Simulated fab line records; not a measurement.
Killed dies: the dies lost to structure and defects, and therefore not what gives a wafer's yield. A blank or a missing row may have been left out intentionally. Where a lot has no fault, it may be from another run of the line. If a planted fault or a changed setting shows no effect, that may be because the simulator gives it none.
Struck lot and sound lot, side by side -- flow sky130 -- 42 steps out of a route of 708
Sound: the wafers L687.2, L687.3, L687.4. The struck wafers were L699.3, L699.5, L699.6. At the end, the cause is stated.
Each step with rows lists, per side, the tool, then ch with its chambers, then its first start. Under that, the readings that differ: sound wafers -- struck wafers -- difference of the means -- sigmas: that difference in standard deviations of wafers without a fault.
alike: a reading whose means differ by less than 2 such deviations, as well as words and numbers matching on both sides. not compared: withheld readings; readings where some wafer has no value; bounds like >300 that might hide an equal value; numbers whose values overlap and for which the record gives no deviation.
The two part at a step that has a row with sigmas, a row that says differs or no value, or rows on one side only. Numbers that have no deviation but don't overlap get no sigmas and don't part them. A reading missing from all wafers of one side parts the sides only when that side holds two or more wafers.

SKY_POLY_CUT_ETCH_10: etches BARC in N2/H2, stops on SiO2, time 45.9 s, target depth 60 nm.
  sound on rie-diel-01 ch 0,1,3, day 24 21:49; struck on rie-diel-02 ch 1,2, day 29 00:55
  alike: drypump-motor-current-A, h2-flow-sccm, oes-product-au, throttle-valve-pct
  not compared: rf-hours-counter-h
SKY_POLY_CUT_ETCH_11: etches Si3N4 in CF4/CH2F2/Ar, stops on poly-Si, time 42.5 s, target depth 60 nm.
  sound on rie-diel-01 ch 0,1,3, day 24 21:52; struck on rie-diel-02 ch 1,2, day 29 00:58
  alike: drypump-motor-current-A, oes-product-au, throttle-valve-pct
  not compared: rf-hours-counter-h
SKY_POLY_CUT_STRIP_12: strips in O2/N2.
  sound on plasma-asher-01 ch 0,1, day 24 21:54; struck on plasma-asher-03 ch 0,1, day 29 01:02
  alike: drypump-motor-current-A, oes-product-au, strip-time-to-endpoint-s
  not compared: rf-hours-counter-h
then, 7 steps without rows for these wafers: SKY_SD_P_DEHYDRATE_00 (time 60 s); SKY_SD_P_HMDS_01 (prime time 60 s); SKY_SD_P_COAT_02 (resist thk 1140 nm); SKY_SD_P_SOFTBAKE_03 (time 60 s); SKY_SD_P_EXPOSE_04 (exposes mask PSDM, target cd 380 nm); SKY_SD_P_PEB_05; SKY_SD_P_DEVELOP_06 (develop time 60 s).
SKY_SD_P_CD_MEAS_07 targets a cd of 380 nm.
  struck on cd-sem-02, day 30 04:40; sound on cd-sem-01, day 26 04:45
  alike: cd-nm
SKY_SD_P_OVL_MEAS_08:
  struck on overlay-02, day 30 04:46; sound on overlay-01, day 26 04:51
  alike: SD_P_OVL
SKY_SD_P_IMPLANT_09:
  sound on implanter-02 ch 0, day 26 04:55; struck on implanter-03 ch 0, day 30 04:50
then, 1 step without rows for these wafers: SKY_SD_P_STRIP_10 (strips in O2/N2).
SKY_SD_P_TW_MEAS_11:
  struck on film-metro-01, day 30 05:03; sound on film-metro-01, day 26 05:08
  alike: SD_P_TW
then, 8 steps without rows for these wafers: SKY_RES_XHIGH_DEHYDRATE_00 (time 60 s); SKY_RES_XHIGH_HMDS_01 (prime time 60 s); SKY_RES_XHIGH_COAT_02 (resist thk 1140 nm); SKY_RES_XHIGH_SOFTBAKE_03 (time 58.47 s); SKY_RES_XHIGH_EXPOSE_04 (exposes mask URPM, target cd 1270 nm); SKY_RES_XHIGH_PEB_05; SKY_RES_XHIGH_DEVELOP_06 (develop time 60 s); SKY_RES_XHIGH_IMPLANT_07.
SKY_RES_XHIGH_STRIP_08: strips in O2/N2.
  sound on plasma-asher-04 ch 0,1, day 27 09:05; struck on plasma-asher-03 ch 0,1, day 31 08:41
  alike: drypump-motor-current-A, oes-product-au, strip-time-to-endpoint-s
  not compared: rf-hours-counter-h
SKY_RES_XHIGH_TW_MEAS_09:
  struck on film-metro-04, day 31 08:47; sound on film-metro-03, day 27 09:11
  alike: RES_XHIGH_TW
then, 7 steps without rows for these wafers: SKY_SD_N_DEHYDRATE_00 (time 60 s); SKY_SD_N_HMDS_01 (prime time 60 s); SKY_SD_N_COAT_02 (resist thk 1140 nm); SKY_SD_N_SOFTBAKE_03 (time 60 s); SKY_SD_N_EXPOSE_04 (exposes mask NSDM, target cd 380 nm); SKY_SD_N_PEB_05; SKY_SD_N_DEVELOP_06 (develop time 60 s).
SKY_SD_N_CD_MEAS_07 targets a cd of 380 nm.
  struck on cd-sem-01, day 32 11:25; sound on cd-sem-02, day 28 14:12
  alike: cd-nm
SKY_SD_N_OVL_MEAS_08:
  struck on overlay-01, day 32 11:31; sound on overlay-02, day 28 14:18
  alike: SD_N_OVL
then, 2 steps without rows for these wafers: SKY_SD_N_IMPLANT_09; SKY_SD_N_IMPLANT_10.
SKY_SD_N_STRIP_11: strips in O2/N2.
  sound on plasma-asher-03 ch 0,1, day 28 14:38; struck on plasma-asher-01 ch 0,1, day 32 11:52
  alike: drypump-motor-current-A, oes-product-au, strip-time-to-endpoint-s
  not compared: rf-hours-counter-h
SKY_SD_N_TW_MEAS_12:
  struck on film-metro-01, day 32 11:58; sound on film-metro-01, day 28 14:44
  alike: SD_N_TW
then, 2 steps without rows for these wafers: SKY_SD_N_CLEAN_13 (cleans in SC1/SC2, time 150 s); SKY_SD_N_RTA_14 (time 2 s).
SKY_SD_N_RS_MEAS_16: the measuring method here is four-point-probe.
  struck on film-metro-03, day 32 12:16; sound on film-metro-03, day 28 15:09
  alike: SD_N_RS
-- a jump in the record: the struck wafers' starts before and after are 17 days apart (it breaks off in module SD_N and resumes in module PAD_OPEN, where the first step shown is number 708 of the route) --
SKY_PAD_OPEN_PROBE_99:
  struck on prober-02, day 49 02:07; sound on prober-02, day 46 06:38
reading,sound,struck,difference,sigmas
model.etest.res-high-po.rs-ohm-sq-range,5.597 6.023 6.025,43.4 45.46 42.81,+38.0,
model.etest.res-pdiff.rs-ohm-sq-range,5.38 6.678 4.494,15.43 15.41 16.39,+10.23,
  alike: killed_at_M0_to_M3, killed_at_M4_up, killed-at-contacts, killed-at-front-end, killed-at-other, killed-dies, killed-open, killed-short

## WHERE THEY PART
Nowhere in this record.

WHY: whatever the simulator had introduced
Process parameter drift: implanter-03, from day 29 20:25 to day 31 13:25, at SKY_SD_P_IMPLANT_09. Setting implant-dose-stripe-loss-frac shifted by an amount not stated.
